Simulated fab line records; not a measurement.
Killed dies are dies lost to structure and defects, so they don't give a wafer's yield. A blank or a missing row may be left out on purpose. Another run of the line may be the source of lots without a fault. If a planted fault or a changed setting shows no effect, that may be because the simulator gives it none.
The same fault as seen by 2 desks / flow gf180mcu / numbers are kept per desk, each desk with only its own; the story behind them comes last

DESK OF THE TOOL OWNER: cvdW-02
The tool's own readings at GF_V5_CVD_23 (deposits W, target thk 350 nm, time 104.9 s): means of the sampled wafers that have a number, for each lot that ran on this tool. Marked OUT: a lot whose mean sits more than 4 standard deviations from the usual mean, which makes it out of limits; the brackets give that distance.
Columns: A = chamberPressureTorr at GF_V5_CVD_23, usual 39.99 Torr; B = heaterPowerW at GF_V5_CVD_23, usual 816 W
lot=L862; first seen here=day 28 02:22; A=40.02; B=798
lot=L863; first seen here=day 28 04:33; A=39.95; B=780
lot=L864; first seen here=day 28 09:09; A=42.88 (+34) OUT; B=760
lot=L865; first seen here=day 28 17:40; A=42.89 (+34) OUT; B=820
lot=L866; first seen here=day 29 04:44; A=42.89 (+34) OUT; B=793
lot=L867; first seen here=day 29 06:50; A=42.91 (+34) OUT; B=804
lot=L876; first seen here=day 31 23:47; A=39.95; B=809
lot=L878; first seen here=day 32 11:16; A=40.00; B=792
lot=L881; first seen here=day 33 06:01; A=39.91; B=787
This desk's verdict: out of limits on L864, L865, L866, L867, starting with L864 at day 28 09:09 (chamberPressureTorr at GF_V5_CVD_23). In limits: L862, L863, L876, L878, L881.

FROM THE METROLOGY DESK
Means of the sampled wafers that have a number, per lot and without regard to the tool the lot ran on: this is what the gauges read. Marked OUT: a lot whose mean sits more than 4 standard deviations from the usual mean, which makes it out of limits; the brackets give that distance.
Columns: A = V3_W_THK at GF_V3_THK_MEAS_25, usual 354 nm; B = M4_OVL at GF_M4_OVL_MEAS_15, usual -2 nm; C = V5_OVL at GF_V5_OVL_MEAS_15, usual -2 nm
lot=L862; first seen here=day 23 08:50; A=350; B=-2; C=5
lot=L863; first seen here=day 23 13:03; A=347; B=6; C=-5
lot=L864; first seen here=day 23 19:25; A=355; B=-1; C=-0
lot=L865; first seen here=day 24 05:14; A=359; B=2; C=-4
lot=L866; first seen here=day 24 16:11; A=362; B=-6; C=-4
lot=L867; first seen here=day 24 17:52; A=358; B=-10; C=-7
lot=L876; first seen here=day 27 19:45; A=355; B=3; C=-5
lot=L877; first seen here=day 28 03:22; A=353; B=-1; C=1
lot=L878; first seen here=day 28 09:29; A=350; B=-4; C=-1
lot=L879; first seen here=day 28 18:18; A=357; B=-1; C=-4
lot=L880; first seen here=day 29 02:01; A=351; B=7; C=-1
lot=L881; first seen here=day 29 08:42; A=353; B=1; C=-4
lot=L882; first seen here=day 29 10:09; A=353; B=6; C=-3
lot=L883; first seen here=day 29 17:57; A=350; B=-4; C=3
Finding of this desk: none of the 14 lots has anything out of limits.

ALL TOGETHER
An alarm could have come from the tool owner's desk at day 28 09:09, on L864, L865, L866, L867.
The metrology desk saw nothing out of limits.
The metrology desk holds a record of L864, L865, L866, L867, inside its limits.
All the named lots went through GF_V5_CVD_23 on cvdW-02.

WHAT THE SIMULATOR HAD PUT IN
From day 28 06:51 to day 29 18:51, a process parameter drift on cvdW-02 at GF_V5_CVD_23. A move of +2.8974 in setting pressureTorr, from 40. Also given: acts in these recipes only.
Lots struck among those shown: L864, L865, L866, L867.
How many hours passed from the start of the fault until each desk's first out-of-limits reading: the tool owner's desk, 2.
